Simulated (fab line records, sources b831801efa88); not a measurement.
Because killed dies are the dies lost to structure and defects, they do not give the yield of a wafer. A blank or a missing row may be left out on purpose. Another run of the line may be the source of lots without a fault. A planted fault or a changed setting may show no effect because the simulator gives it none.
fab line records | flow sky130
record lots=14 wafers=42 last-day=50
route steps=708 shown FIELD_ISO@3 NWELL@34 DNWELL@44 VT_ADJUST_NCORE@130 PAD_OPEN@708
lots with no fault: from the same line, run without faults
start-h: the number of hours between the record's first day and the start of the first shown wafer of the lot | wait-h: hours elapsed since this lot's preceding step | " identical to the entry in the row above | L1.1+2: several wafers, shown together as one row | - no value present, or no start provided | * or withheld: withheld | < > ~ a bound
route shown NAME@n: names a module that has steps shown in the file, with the first one's number in the route | usual: average and standard deviation across the fault-free wafers | same: alike in all rows | chamber/n: place in a boat | sites: the reading at each site | _std_site: the values' standard deviation | _edge_site: mean of outer sites minus mean of inner sites | radius-mm: for every site, how far away it sits from the centre of the wafer | mask NAME#n: copy n | behind: the last tool/chamber to shape the wafer | hold: the reason the lot was held/the length of the hold in hours/how it ended | device: whichever transistor did not switch (one of n, p or np) | end of line: at the end of the route, the tests of the same wafers | for a step that has no rows: nothing shown but its recipe | killed: dies lost to structure and defects at the first sort, not the wafer's yield | map: dies across one wafer; x = killed, . = not, _ = none there
set.NAME: the setting as run; set.NAME@STEP: as run at that earlier step | model.NAME: the simulator's own value behind a step, which no gauge read
the route's steps for a sample of lots (tables are steps, rows are wafers)
## steps
# step SKY_FIELD_ISO_THK_MEAS_02
# recipe reads=SiO2_of_FIELD_ISO_OXIDATION_01
# usual FIELD_ISO_OXIDATION_00_THK=12.11/0.24
# columns lot.wafer tool chamber start-h wait-h FIELD_ISO_OXIDATION_00_THK[nm]
L875.1 film-metro-02 - 12.11 0.0 12.33
L875.2 " - " " 12.44
L875.5 " - " " 12.43
L883.2 film-metro-03 - 51.64 0.0 15.01
L883.5 " - " " 14.85
L883.6 " - " " 14.84
L887.1 film-metro-03 - 71.63 0.0 14.65
L887.2 " - " " 14.49
L887.6 " - " " 14.87
L888.1 film-metro-02 - 77.43 0.0 12.47
L888.2 " - " " 12.39
L888.4 " - " " 12.24
L889.4 film-metro-04 - 83.26 0.0 12.60
L889.5 " - " " 12.41
L889.6 " - " " 12.48
L890.1 film-metro-02 - 87.77 0.0 11.92
L890.3 " - " " 11.90
L890.6 " - " " 12.12
L891.3 film-metro-02 - 91.65 0.0 12.15
L891.4 " - " " 12.07
L891.5 " - " " 12.11
L892.3 film-metro-04 - 98.02 0.0 11.65
L892.4 " - " " 11.62
L892.5 " - " " 11.75
L893.1 film-metro-02 - 101.63 0.0 12.18
L893.4 " - " " 12.21
L893.6 " - " " 12.06
L894.1 film-metro-02 - 106.63 0.0 11.70
L894.3 " - " " 11.87
L894.6 " - " " 11.81
L895.2 film-metro-02 - 112.37 0.0 12.17
L895.3 " - " " 12.13
L895.5 " - " " 11.98
L896.2 film-metro-02 - 119.30 0.0 11.84
L896.4 " - " " 12.05
L896.6 " - " " 11.99
L897.1 film-metro-04 - 126.13 0.0 12.11
L897.2 " - " " 11.83
L897.6 " - " " 11.86
L898.2 film-metro-04 - 134.45 0.0 12.00
L898.3 " - " " 11.92
L898.5 " - " " 11.99
# step SKY_NWELL_THK_MEAS_02
# recipe reads=SiO2_of_NWELL_OXIDATION_01
# usual NWELL_OXIDATION_THK=10.01/0.18
# columns lot.wafer tool chamber start-h wait-h NWELL_OXIDATION_THK[nm]
L875.1 film-metro-01 - 38.03 0.0 10.11
L875.2 " - " " 9.93
L875.5 " - " " 10.23
L883.2 film-metro-03 - 80.70 0.0 10.01
L883.5 " - " " 10.02
L883.6 " - " " 10.03
L887.1 film-metro-01 - 99.88 0.0 10.09
L887.2 " - " " 10.09
L887.6 " - " " 9.96
L888.1 film-metro-03 - 104.56 0.0 10.06
L888.2 " - " " 10.10
L888.4 " - " " 10.24
L889.4 film-metro-01 - 114.15 0.0 10.18
L889.5 " - " " 10.09
L889.6 " - " " 10.22
L890.1 film-metro-03 - 120.69 0.0 9.99
L890.3 " - " " 9.85
L890.6 " - " " 9.96
L891.3 film-metro-01 - 120.71 0.0 10.06
L891.4 " - " " 10.06
L891.5 " - " " 10.02
L893.1 film-metro-04 - 138.75 0.0 9.90
L893.4 " - " " 9.89
L893.6 " - " " 9.85
L894.1 film-metro-01 - 138.75 0.0 9.87
L894.3 " - " " 9.88
L894.6 " - " " 9.96
L892.3 film-metro-03 - 138.77 0.0 9.92
L892.4 " - " " 9.85
L892.5 " - " " 9.86
L895.2 film-metro-04 - 159.34 0.0 9.93
L895.3 " - " " 9.77
L895.5 " - " " 9.85
L897.1 film-metro-01 - 168.11 0.0 9.80
L897.2 " - " " 9.93
L897.6 " - " " 9.75
L896.2 film-metro-03 - 168.12 0.0 9.96
L896.4 " - " " 9.82
L896.6 " - " " 9.82
L898.2 film-metro-04 - 168.12 0.0 9.73
L898.3 " - " " 9.74
L898.5 " - " " 9.73
# step SKY_DNWELL_TW_MEAS_09
# usual DNWELL_TW=1119/15
# columns lot.wafer tool chamber start-h wait-h DNWELL_TW
L875.1 film-metro-04 - 53.16 0.1 1119
L875.2 " - " " 1124
L875.5 " - " " 1119
L883.2 film-metro-03 - 97.92 0.1 1104
L883.5 " - " " 1097
L883.6 " - " " 1100
L887.1 film-metro-03 - 118.46 0.1 1105
L887.2 " - " " 1109
L887.6 " - " " 1107
L888.1 film-metro-01 - 122.85 0.1 1123
L888.2 " - " " 1125
L888.4 " - " " 1126
L889.4 film-metro-01 - 132.93 0.1 1131
L889.5 " - " " 1136
L889.6 " - " " 1139
L890.1 film-metro-03 - 138.81 0.1 1095
L890.3 " - " " 1097
L890.6 " - " " 1099
L891.3 film-metro-01 - 139.08 0.1 1133
L891.4 " - " " 1127
L891.5 " - " " 1136
L892.3 film-metro-04 - 157.47 0.1 1118
L892.4 " - " " 1125
L892.5 " - " " 1116
L893.1 film-metro-01 - 157.80 0.1 1146
L893.4 " - " " 1139
L893.6 " - " " 1150
L894.1 film-metro-01 - 158.01 0.1 1133
L894.3 " - " " 1129
L894.6 " - " " 1139
L895.2 film-metro-03 - 179.36 0.1 1112
L895.3 " - " " 1116
L895.5 " - " " 1116
L896.2 film-metro-04 - 188.36 0.1 1119
L896.4 " - " " 1116
L896.6 " - " " 1122
L898.2 film-metro-01 - 189.01 0.1 1129
L898.3 " - " " 1131
L898.5 " - " " 1135
L897.1 film-metro-03 - 189.26 0.1 1104
L897.2 " - " " 1107
L897.6 " - " " 1102
# step SKY_VT_ADJUST_NCORE_TW_MEAS_11
# usual VT_ADJUST_NCORE_TW=219.5/1.9
# columns lot.wafer tool chamber start-h wait-h VT_ADJUST_NCORE_TW
L875.1 film-metro-04 - 180.89 0.1 220.0
L875.2 " - " " 220.4
L875.5 " - " " 219.9
L883.2 film-metro-02 - 239.22 0.1 221.9
L883.5 " - " " 222.0
L883.6 " - " " 223.1
L887.1 film-metro-02 - 264.21 0.1 221.5
L887.2 " - " " 222.0
L887.6 " - " " 221.9
L888.1 film-metro-03 - 270.53 0.1 219.1
L888.2 " - " " 219.4
L888.4 " - " " 218.7
L889.4 film-metro-03 - 282.01 0.1 219.1
L889.5 " - " " 218.5
L889.6 " - " " 219.6
L890.1 film-metro-03 - 292.86 0.1 218.4
L890.3 " - " " 217.8
L890.6 " - " " 217.8
L891.3 film-metro-04 - 293.95 0.1 218.4
L891.4 " - " " 218.0
L891.5 " - " " 219.3
L892.3 film-metro-03 - 316.68 0.1 216.1
L892.4 " - " " 217.4
L892.5 " - " " 217.6
L893.1 film-metro-04 - 317.31 0.1 218.5
L893.4 " - " " 218.3
L893.6 " - " " 218.0
L894.1 film-metro-04 - 320.23 0.1 217.3
L894.3 " - " " 218.4
L894.6 " - " " 218.2
L895.2 film-metro-02 - 348.29 0.1 222.4
L895.3 " - " " 222.6
L895.5 " - " " 222.2
L896.2 film-metro-02 - 360.92 0.1 221.3
L896.4 " - " " 221.6
L896.6 " - " " 220.6
L898.2 film-metro-04 - 361.29 0.1 219.2
L898.3 " - " " 218.4
L898.5 " - " " 218.3
L897.1 film-metro-03 - 361.46 0.1 216.7
L897.2 " - " " 217.3
L897.6 " - " " 217.5
# step SKY_PAD_OPEN_PROBE_99
# usual killed_at_M0_to_M3=42/6.6 killed_at_M4_up=3.1/1.9 killed-at-contacts=24/5.6 killed-at-front-end=15/4.8 killed-at-other=0.3/0.48 killed-dies=84/10 killed-open=47/6.8 killed-short=37/6.8
# same gross-dies=492 killed-at-back-side=0
# columns lot.wafer tool chamber start-h wait-h killed_at_M0_to_M3 killed_at_M4_up killed-at-contacts killed-at-front-end killed-at-other killed-dies killed-open killed-short
L890.1 prober-02 - 1168.12 0.1 35 5 13 12 0 65 47 18
L890.3 prober-02 - 1168.22 0.2 48 2 20 20 0 90 41 49
L890.6 prober-02 - 1168.37 0.2 51 4 6 16 1 78 40 37
# killed by level:class
L890.1 VIA1:geometric-particle:open=10 VIA3:geometric-particle:open=8 CONTACT:geometric-particle:open=5 FIELD_ISO:geometric-particle:open=4 POLY_GATE:geometric-particle:open=4 METAL2:geometric-particle:short=4 SPACER:geometric-particle:open=3 LI_CONTACT:geometric-particle:open=3
L890.3 VIA1:geometric-particle:open=10 FIELD_ISO:geometric-particle:open=8 CONTACT:geometric-particle:open=8 METAL2:geometric-particle:short=7 FIELD_ISO:geometric-particle:short=6 METAL1:geometric-particle:short=6 VIA1:geometric-particle:short=6 VIA3:geometric-particle:open=6
L890.6 VIA1:geometric-particle:open=13 VIA1:geometric-particle:short=7 METAL2:geometric-particle:short=7 METAL1:geometric-particle:short=6 VIA3:geometric-particle:short=6 VIA2:geometric-particle:open=5 SPACER:geometric-particle:short=5 VIA3:geometric-particle:open=5
## key
first-sign step=SKY_FIELD_ISO_THK_MEAS_02 reading=FIELD_ISO_OXIDATION_00_THK direction=up sigmas=11 usual=12.11 struck=14.78
effect none on later readings
met-at SKY_FIELD_ISO_THK_MEAS_02
struck-lots L883,L887
tester-left-out L883,L887
not-acting-at SKY_NWELL_THK_MEAS_02,SKY_DNWELL_TW_MEAS_09,SKY_VT_ADJUST_NCORE_TW_MEAS_11
fault kind=metrology-matching-offset tool=film-metro-03 chamber=- onset-h=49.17 steps=SKY_FIELD_ISO_THK_MEAS_02 param=thk-nm offset=2.6415
# tester-left-out: of these lots the tester's yield and bins aren't shown, on N5 and GAA mostly nor the transistor test; their killed dies are dies lost to structure and defects alone, not to doping, threshold or leakage, so they don't give the yield
